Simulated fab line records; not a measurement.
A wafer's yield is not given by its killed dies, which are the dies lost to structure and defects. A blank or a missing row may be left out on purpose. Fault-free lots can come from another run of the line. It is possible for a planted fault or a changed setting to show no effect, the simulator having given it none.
Which tool is to blame? :: flow gf180mcu :: 42 wafers from 14 lots sampled at 2 of the route's 602 steps

## WHAT THE GAUGES READ, wafer by wafer
GF_V2_THK_MEAS_03. Usual: for V2_CVD_02_THK the level is 853 nm and the standard deviation is 11.
lot: L284
measured: day 19 10:49
on: filmMetro-02
V2_CVD_02_THK (nm): 838 861 860
flag: 

lot: L285
measured: day 19 13:52
on: filmMetro-04
V2_CVD_02_THK (nm): 854 851 861
flag: 

lot: L286
measured: day 20 00:22
on: filmMetro-01
V2_CVD_02_THK (nm): 848 866 854
flag: 

lot: L287
measured: day 20 08:11
on: filmMetro-02
V2_CVD_02_THK (nm): 856 854 867
flag: 

lot: L288
measured: day 20 16:17
on: filmMetro-02
V2_CVD_02_THK (nm): 837 844 855
flag: 

lot: L289
measured: day 21 02:38
on: filmMetro-02
V2_CVD_02_THK (nm): 840 840 847
flag: 

lot: L291
measured: day 22 02:02
on: filmMetro-02
V2_CVD_02_THK (nm): 833 836 851
flag: 

lot: L292
measured: day 22 09:16
on: filmMetro-02
V2_CVD_02_THK (nm): 840 841 858
flag: 

lot: L294
measured: day 23 03:28
on: filmMetro-02
V2_CVD_02_THK (nm): 846 859 864
flag: 

lot: L298
measured: day 25 01:29
on: filmMetro-04
V2_CVD_02_THK (nm): 858 868 857
flag: 

lot: L301
measured: day 25 13:35
on: filmMetro-01
V2_CVD_02_THK (nm): 850 866 858
flag: 

lot: L302
measured: day 25 16:11
on: filmMetro-02
V2_CVD_02_THK (nm): 856 865 867
flag: 

lot: L303
measured: day 25 22:50
on: filmMetro-02
V2_CVD_02_THK (nm): 838 860 847
flag: 

lot: L307
measured: day 27 14:34
on: filmMetro-02
V2_CVD_02_THK (nm): 828 846 855
flag: 

GF_V2_CD_MEAS_14: the cd target is 260 nm. Usual: 260.0 nm for cdNm, sd 1.3.
lot: L284
measured: day 20 12:14
on: cdSem-02
cdNm (nm): 261.2 262.4 261.5
flag: 

lot: L285
measured: day 20 14:49
on: cdSem-02
cdNm (nm): 259.6 259.4 260.7
flag: 

lot: L286
measured: day 21 00:58
on: cdSem-01
cdNm (nm): 259.7 260.3 259.3
flag: 

lot: L287
measured: day 21 08:52
on: cdSem-02
cdNm (nm): 260.1 259.6 260.3
flag: 

lot: L288
measured: day 21 16:33
on: cdSem-02
cdNm (nm): 259.1 258.2 257.3
flag: 

lot: L289
measured: day 22 03:08
on: cdSem-02
cdNm (nm): 259.6 260.6 260.8
flag: 

lot: L291
measured: day 23 01:30
on: cdSem-02
cdNm (nm): 260.2 260.7 259.7
flag: 

lot: L292
measured: day 23 08:54
on: cdSem-02
cdNm (nm): 260.3 259.8 259.9
flag: 

lot: L294
measured: day 24 03:12
on: cdSem-02
cdNm (nm): 261.9 261.2 261.6
flag: 

lot: L298
measured: day 25 23:18
on: cdSem-01
cdNm (nm): 259.4 260.0 259.4
flag: 

lot: L301
measured: day 26 11:07
on: cdSem-01
cdNm (nm): 260.3 259.4 260.4
flag: 

lot: L302
measured: day 26 13:37
on: cdSem-02
cdNm (nm): 260.0 260.2 257.7
flag: 

lot: L303
measured: day 26 19:55
on: cdSem-02
cdNm (nm): 259.6 258.3 259.6
flag: 

lot: L307
measured: day 28 10:44
on: cdSem-01
cdNm (nm): 257.8 257.8 258.7
flag: 

## WHAT TOOL EACH LOT RAN ON (gives the tool, then ch and the chambers of the sampled wafers, and finally the start)
Before these readings, the record contains no process step.

## WHAT THE TOOLS THEMSELVES READ (means of the sampled wafers that have a number; where no wafer has one, the mark that the record gives instead)
The record holds no such reading with a usual standard deviation.

## THE ANSWER, worked out from the rows above alone
Rule: a lot is off if the mean of its wafers that have a number lies more than 3 standard deviations from the usual mean. Also off: a lot with no number at a reading for which 4 or more lots have one. All remaining lots with rows at the step are treated as sound. First the gauges in route order, then the tools' own readings, where a lot's mean is used as printed above. The first step at which some lot is off is used, and at that step the reading that is off furthest; a lot without a number counts as furthest.
None of the lots is off at any reading shown; this tells nothing.

## WHAT HAD BEEN PUT IN BY THE SIMULATOR
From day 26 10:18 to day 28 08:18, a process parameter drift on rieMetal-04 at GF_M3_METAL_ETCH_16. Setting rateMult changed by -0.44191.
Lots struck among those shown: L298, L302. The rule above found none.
